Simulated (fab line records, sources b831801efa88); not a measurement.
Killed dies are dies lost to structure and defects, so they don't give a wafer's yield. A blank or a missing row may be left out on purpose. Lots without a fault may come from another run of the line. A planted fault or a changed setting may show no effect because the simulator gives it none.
Chamber matching | flow gf180mcu | GF_V1_ETCH_16 on rie_diel-02: 4 sister chambers
The step etches BARC in N2/H2. 8 wafers are shown with their chamber, then 7 later ones without.

WAFERS WITH THEIR CHAMBER
wafer  | chamber | throttle_valve_pct (%) | oes_product_au (a.u.)
L079.3 | 0       | 13.230                 | 0.857
L086.1 | 0       | 13.243                 | 0.861
L086.3 | 2       | 13.234                 | 0.856
L086.4 | 1       | 13.213                 | 0.854
L086.5 | 3       | 13.237                 | 0.852
L086.6 | 2       | 13.215                 | 0.856
L088.2 | 3       | 13.211                 | 0.864
L088.3 | 1       | 13.233                 | 0.855

WAFERS WITHOUT THEIR CHAMBER
wafer  | throttle_valve_pct (%) | oes_product_au (a.u.)
L088.6 | 13.240                 | 0.859
L091.2 | 13.213                 | 0.857
L091.3 | 13.220                 | 0.861
L091.4 | 13.221                 | 0.865
L095.2 | 13.223                 | 0.859
L095.3 | 13.232                 | 0.860
L095.4 | 13.226                 | 0.853

WHICH CHAMBER EACH WENT THROUGH
wafer  | from the rows above               | in truth
L088.6 | can't be placed: 0 or 3 or 2 or 1 | 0
L091.2 | can't be placed: 3 or 2 or 1 or 0 | 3
L091.3 | can't be placed: 3 or 2 or 0 or 1 | 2
L091.4 | can't be placed: 3 or 0 or 2 or 1 | 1
L095.2 | can't be placed: 3 or 2 or 0 or 1 | 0
L095.3 | can't be placed: 0 or 3 or 2 or 1 | 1
L095.4 | can't be placed: 1 or 2 or 3 or 0 | 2
Placed correctly: 0 of 7. Can't be placed from these rows: 7 (the true chamber is among the candidates in 7). Placed wrongly: 0.
How it was worked out, from the rows above alone: a wafer's distance from a chamber is the root of the sum, over the readings, of the square of ((its reading less the chamber's mean) divided by the reading's scatter). The wafer belongs to the nearest chamber; if the next one is less than 2 further off, it can't be placed. A chamber's mean is the mean of its shown wafers. The scatter: the root of (the sum of the squares of (reading less its chamber's mean) over the shown wafers, divided by (wafers less chambers)).
